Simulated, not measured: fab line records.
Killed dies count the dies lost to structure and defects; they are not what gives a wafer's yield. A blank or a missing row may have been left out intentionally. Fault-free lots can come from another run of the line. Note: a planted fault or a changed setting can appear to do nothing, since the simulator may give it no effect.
fab line records	flow sky130
record: lots: 6	wafers: 18	last_day: 48
route steps=708 shown LDD_N@239 PAD_OPEN@708
lots with no fault: from the same line, run without faults
start_h: start of the lot's first displayed wafer, in hours after the record's first day	wait_h: hours elapsed since this lot's preceding step	" same as the row above	L1.1+2: a single row standing in for several wafers	- either no value or no given start	* or withheld: withheld	< > ~ a bound
route shown NAME@n: NAME is a module with steps in the file, n the number in the route of the first one	usual: mean/standard deviation taken from wafers without a fault	same: alike in all rows	chamber/n: place in a boat	sites: the reading at each site	_std_site: the values' standard deviation	_edge_site: mean of outer sites minus mean of inner sites	radius_mm: how far each site lies from the wafer's centre	mask NAME#n: copy n	behind: the most recent tool/chamber to have shaped the wafer	hold: what put the lot on hold/how long, in hours/how the hold closed	device: transistor that didn't switch, given as n, p or np	end of line: tests run on the same wafers once the route is complete	where a step has no rows: the recipe by itself	killed: not the wafer's yield, but the dies lost to structure and defects at the first sort	map: a wafer's dies, marking killed ones x, the rest . and places with no die _
set.NAME: the setting as run; set.NAME@STEP: as run at that earlier step	model.NAME: the simulator's own value behind a step, which no gauge read
certain route steps with their lots: each step a table, each wafer a row
services: when a tool's chamber went out of use (start_h, in hours from the record's first day, below 0 if earlier), for how many hours, and the reason
== steps ==
step: SKY_LDD_N_COAT_02
recipe: resist: NOVOLAK	spin_rpm: 3000	resist_thk_nm: 300
step: SKY_LDD_N_SOFTBAKE_03
recipe: temp_c: 90	time_s: 60	resist: NOVOLAK
step: SKY_LDD_N_EXPOSE_04
recipe: mask_id: NTM	target_cd_nm: 840	na: 0.6	source_shape: conventional	sigma_outer: 0.6	dose_mj: 110
step: SKY_LDD_N_PEB_05
recipe: temp_c: withheld	time_s: *	resist: NOVOLAK
step: SKY_LDD_N_DEVELOP_06
recipe: develop_time_s: 60	dev_temp_c: 23
step: SKY_LDD_N_OVL_MEAS_07
usual: LDD_N_OVL: -0.2/1.3
lot.wafer	tool	chamber	start_h	wait_h	LDD_N_OVL[nm]
L578.2	overlay-01	-	407.26	0.1	0.8
L578.4	"	-	"	"	3.4
L578.5	"	-	"	"	1.8
L579.2	overlay-02	-	411.31	0.1	-1.5
L579.3	"	-	"	"	-2.6
L579.5	"	-	"	"	-0.1
L589.1	overlay-02	-	506.40	0.1	-1.2
L589.2	"	-	"	"	-0.9
L589.6	"	-	"	"	-2.5
L590.3	overlay-02	-	507.96	0.1	0.7
L590.4	"	-	"	"	0.8
L590.5	"	-	"	"	-0.8
L591.1	overlay-02	-	519.85	0.1	2.2
L591.4	"	-	"	"	0.3
L591.5	"	-	"	"	1.1
L592.1	overlay-02	-	529.62	0.1	-2.0
L592.2	"	-	"	"	-0.3
L592.4	"	-	"	"	1.5
step: SKY_LDD_N_IMPLANT_08
recipe: species: As	energy_kev: 20	dose_cm2: 7.5e+13	tilt_deg: withheld	rotation_deg: 23
step: SKY_LDD_N_IMPLANT_09
recipe: species: As	energy_kev: 20	dose_cm2: 7.5e+13	tilt_deg: withheld	rotation_deg: 113
step: SKY_LDD_N_IMPLANT_10
recipe: species: As	energy_kev: 20	dose_cm2: 7.5e+13	tilt_deg: withheld	rotation_deg: 203
step: SKY_LDD_N_IMPLANT_11
recipe: species: As	energy_kev: 20	dose_cm2: 7.5e+13	tilt_deg: withheld	rotation_deg: 293
step: SKY_LDD_N_IMPLANT_12
recipe: species: BF2	energy_kev: 50	dose_cm2: 5e+12	tilt_deg: 30	rotation_deg: 0
step: SKY_LDD_N_IMPLANT_13
recipe: species: BF2	energy_kev: 50	dose_cm2: 5e+12	tilt_deg: 30	rotation_deg: 90
step: SKY_LDD_N_IMPLANT_14
recipe: species: BF2	energy_kev: 50	dose_cm2: 5e+12	tilt_deg: 30	rotation_deg: 180
usual: dose_ions_cm2: 5e+12/6.1e+09	faraday_current_uA: 28.2/0.57
lot.wafer	tool	chamber	start_h	wait_h	dose_ions_cm2	faraday_current_uA
L578.2	implanter-01	0	408.21	0.1	4.998e+12	27.4
L578.4	"	0	"	"	5.002e+12	28.2
L578.5	"	0	"	"	4.997e+12	27.9
L579.2	implanter-04	0	412.26	0.1	5.014e+12	29.3
L579.3	"	0	"	"	5.005e+12	29.1
L579.5	"	0	"	"	5.007e+12	28.5
L589.1	implanter-03	0	507.34	0.1	4.995e+12	28.7
L589.2	"	0	"	"	5.003e+12	27.5
L589.6	"	0	"	"	5.005e+12	28.5
L590.3	implanter-03	0	508.94	0.1	5e+12	28.8
L590.4	"	0	"	"	5.009e+12	28.0
L590.5	"	0	"	"	5.007e+12	27.4
L591.1	implanter-01	0	520.79	0.1	3.701e+12	20.6
L591.4	"	0	"	"	3.707e+12	20.6
L591.5	"	0	"	"	3.709e+12	21.1
L592.1	implanter-01	0	530.55	0.1	3.708e+12	20.8
L592.2	"	0	"	"	3.715e+12	21.2
L592.4	"	0	"	"	3.713e+12	20.5
step: SKY_LDD_N_IMPLANT_15
recipe: species: BF2	energy_kev: 50	dose_cm2: 5e+12	tilt_deg: 30	rotation_deg: 270
step: SKY_PAD_OPEN_PROBE_99
lot.wafer	tool	chamber	start_h	wait_h	model.etest.nfet_01v8_swapped.vt_sat_v
L578.5	prober-01	-	1081.82	0.2	0.652
L579.3	prober-02	-	1085.84	0.2	0.6594
L589.1	prober-02	-	1142.89	0.1	0.635
L589.2	prober-02	-	1142.94	0.1	0.6478
L589.6	prober-02	-	1143.14	0.2	0.6449
L590.3	prober-01	-	1145.05	0.2	0.6472
L590.4	prober-01	-	1145.10	0.2	0.6442
L590.5	prober-01	-	1145.15	0.2	0.6506
L591.1	prober-02	-	1150.44	0.1	0.6268
L591.4	prober-02	-	1150.59	0.2	0.6304
L591.5	prober-02	-	1150.64	0.2	0.6309
L592.2	prober-01	-	1160.37	0.1	0.6148
killed by level:class
L578.5 CONTACT:geometric_particle:open=10 VIA2:geometric_particle:open=8 FIELD_ISO:geometric_particle:short=5 FIELD_ISO:geometric_particle:open=5 CONTACT:geometric_particle:short=5 VIA1:geometric_particle:open=4 VIA3:geometric_particle:short=3 POLY_GATE:geometric_particle:open=3
L579.3 VIA1:geometric_particle:open=12 CONTACT:geometric_particle:open=8 LI_CONTACT:geometric_particle:open=7 FIELD_ISO:geometric_particle:short=6 METAL1:geometric_particle:short=6 POLY_GATE:geometric_particle:short=6 VIA3:geometric_particle:open=6 FIELD_ISO:geometric_particle:open=5
L589.1 VIA1:geometric_particle:open=9 FIELD_ISO:geometric_particle:short=7 LI_CONTACT:geometric_particle:open=7 CONTACT:geometric_particle:open=7 VIA1:geometric_particle:short=6 POLY_GATE:geometric_particle:open=5 CONTACT:geometric_particle:short=5 SPACER:geometric_particle:short=4
L589.2 VIA2:geometric_particle:open=12 VIA1:geometric_particle:open=11 CONTACT:geometric_particle:open=8 POLY_GATE:geometric_particle:open=7 LI_CONTACT:geometric_particle:open=6 VIA2:geometric_particle:short=6 FIELD_ISO:geometric_particle:short=5 METAL1:geometric_particle:short=5
L589.6 VIA1:geometric_particle:open=15 CONTACT:geometric_particle:open=10 VIA3:geometric_particle:open=8 LI_CONTACT:geometric_particle:open=6 VIA3:geometric_particle:short=6 POLY_GATE:geometric_particle:short=5 CONTACT:geometric_particle:short=5 POLY_GATE:geometric_particle:open=4
L590.3 VIA1:geometric_particle:open=15 METAL1:geometric_particle:short=7 FIELD_ISO:geometric_particle:open=6 LI_CONTACT:geometric_particle:open=6 VIA1:geometric_particle:short=5 POLY_GATE:geometric_particle:short=4 POLY_GATE:geometric_particle:open=4 CONTACT:geometric_particle:open=4
L590.4 CONTACT:geometric_particle:open=13 VIA3:geometric_particle:open=10 METAL2:geometric_particle:short=9 FIELD_ISO:geometric_particle:short=7 METAL1:geometric_particle:short=7 VIA1:geometric_particle:open=7 FIELD_ISO:geometric_particle:open=5 POLY_GATE:geometric_particle:short=5
L590.5 VIA1:geometric_particle:open=10 VIA3:geometric_particle:open=9 LI_CONTACT:geometric_particle:open=8 METAL1:geometric_particle:short=7 FIELD_ISO:geometric_particle:open=6 METAL2:geometric_particle:short=6 FIELD_ISO:geometric_particle:short=5 POLY_GATE:geometric_particle:open=5
L591.1 CONTACT:geometric_particle:open=11 VIA1:geometric_particle:open=9 VIA1:geometric_particle:short=8 METAL2:geometric_particle:short=7 LI_CONTACT:geometric_particle:open=5 POLY_GATE:geometric_particle:short=4 VIA3:geometric_particle:open=4 SPACER:geometric_particle:open=3
L591.4 CONTACT:geometric_particle:open=9 LOCAL_INTERCONNECT:geometric_particle:short=7 METAL2:geometric_particle:short=7 METAL1:geometric_particle:short=6 POLY_CUT:geometric_particle:open=5 VIA2:geometric_particle:short=5 VIA1:geometric_particle:short=5 VIA1:geometric_particle:open=5
L591.5 VIA1:geometric_particle:open=16 CONTACT:geometric_particle:open=12 METAL4:geometric_particle:short=6 POLY_GATE:geometric_particle:open=5 VIA2:geometric_particle:open=5 VIA3:geometric_particle:open=5 LI_CONTACT:geometric_particle:open=4 METAL2:geometric_particle:short=4
== services ==
tool	chamber	start_h	hours	kind
implanter-04	-	385.75	4.6	pm
implanter-03	-	408.45	14.1	pm
implanter-01	-	410.30	12.7	repair
implanter-03	-	450.43	6.2	pm
implanter-04	-	486.03	4.5	repair
implanter-03	-	514.47	2.1	repair
implanter-03	-	516.10	4.0	repair
== key ==
first_sign: step: SKY_LDD_N_IMPLANT_14	reading: dose_ions_cm2	direction: down	sigmas: 99+	usual: *	struck: *
effect: step: SKY_LDD_N_IMPLANT_14	reading: faraday_current_uA	direction: down	sigmas: 13	usual: 28.2	struck: 20.8
model_effect: step: SKY_PAD_OPEN_PROBE_99	value: etest.nfet_01v8_swapped.vt_sat_v	without: 0.6427	struck: 0.6257
met_at SKY_LDD_N_IMPLANT_14
struck_wafers L591.1,L591.4,L591.5,L592.1,L592.2,L592.4
sort_left_out L592.1,L592.2,L592.4
tester_left_out L591,L592
onset_between 408.21 520.79
fault: kind: process_parameter_drift	tool: implanter-01	chamber: -	onset_h: 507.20	steps: SKY_LDD_N_IMPLANT_14	channel: dose_cm2	offset: *	shape: step	end_h: 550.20	acts_in: *	stated: *
tester_left_out: of these lots the tester's yield and bins aren't shown, on N5 and GAA mostly nor the transistor test; their killed dies are dies lost to structure and defects alone, not to doping, threshold or leakage, so they don't give the yield
sort_left_out: the simulated sort isn't trusted on such a fault, so these wafers' sort isn't shown, and their yield isn't known
